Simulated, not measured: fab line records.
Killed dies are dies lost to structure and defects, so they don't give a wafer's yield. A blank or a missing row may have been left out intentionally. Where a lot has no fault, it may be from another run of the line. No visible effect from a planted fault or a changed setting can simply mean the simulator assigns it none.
The tool behind it: which one?    flow gf180mcu    24 lots, 72 wafers sampled, at 1 step of a route of 602

WHAT THE GAUGES SHOWED, per wafer
GF_STI_THK_MEAS_04. Usual: STI_CVD_03_THK typically reads 206.1 nm, with standard deviation 2.4.
lot   measured     on            STI_CVD_03_THK (nm)  flag
L074  day 1 14:31  filmMetro-04  206.1 205.6 205.2    
L075  day 1 19:56  filmMetro-04  204.8 204.4 206.1    
L076  day 1 23:55  filmMetro-04  206.1 204.2 205.5    
L077  day 2 04:59  filmMetro-03  207.7 206.9 207.2    
L078  day 2 09:56  filmMetro-01  206.5 207.5 206.9    
L079  day 2 14:34  filmMetro-01  209.6 208.6 208.9    
L080  day 2 20:44  filmMetro-03  207.0 206.6 206.4    
L081  day 3 00:35  filmMetro-04  204.0 206.1 205.6    
L082  day 3 06:35  filmMetro-01  202.5 204.0 204.2    
L083  day 3 11:05  filmMetro-03  207.9 208.9 208.1    
L084  day 3 15:34  filmMetro-03  205.8 208.2 206.4    
L085  day 3 20:37  filmMetro-04  207.2 205.4 206.9    
L086  day 4 03:05  filmMetro-01  203.2 204.0 203.2    
L087  day 4 06:42  filmMetro-01  200.6 201.1 198.5    
L088  day 4 12:41  filmMetro-04  207.0 206.4 206.1    
L089  day 4 16:34  filmMetro-01  209.6 209.6 208.7    
L090  day 4 22:29  filmMetro-01  208.0 205.8 206.2    
L091  day 5 03:34  filmMetro-01  200.6 201.6 202.1    
L092  day 5 07:34  filmMetro-03  208.7 209.7 208.2    
L093  day 5 12:35  filmMetro-01  206.2 207.1 206.2    
L094  day 5 17:36  filmMetro-04  201.8 202.5 202.6    
L095  day 5 22:34  filmMetro-03  206.0 205.3 205.4    
L096  day 6 03:58  filmMetro-01  206.9 208.9 207.9    
L097  day 6 08:34  filmMetro-04  207.7 207.9 207.9    

WHICH TOOL RAN EACH LOT (tool, then ch and the chambers of the sampled wafers, then the start)
No process step before these readings appears in the record.

AS READ BY THE TOOLS THEMSELVES (means over the sampled wafers that have a number; for cases with no such wafer, the mark the record gives instead)
The record holds no such reading with a usual standard deviation.

THE ANSWER, worked out from the rows above alone
Rule: a lot is off if the mean of its wafers that have a number lies more than 3 standard deviations from the usual mean. A lot without any number at a reading at which 4 lots or more have one is off too. The other lots that the step has rows for count as sound. After the gauges, taken in route order, come the tools' own readings; for these a lot's mean is taken, as printed above. At the first step where some lot is off, the reading lying furthest off is the one used; lots without a number count as furthest.
No lot is off at any reading shown: from this, nothing can be told.

WHAT HAD BEEN PUT IN BY THE SIMULATOR
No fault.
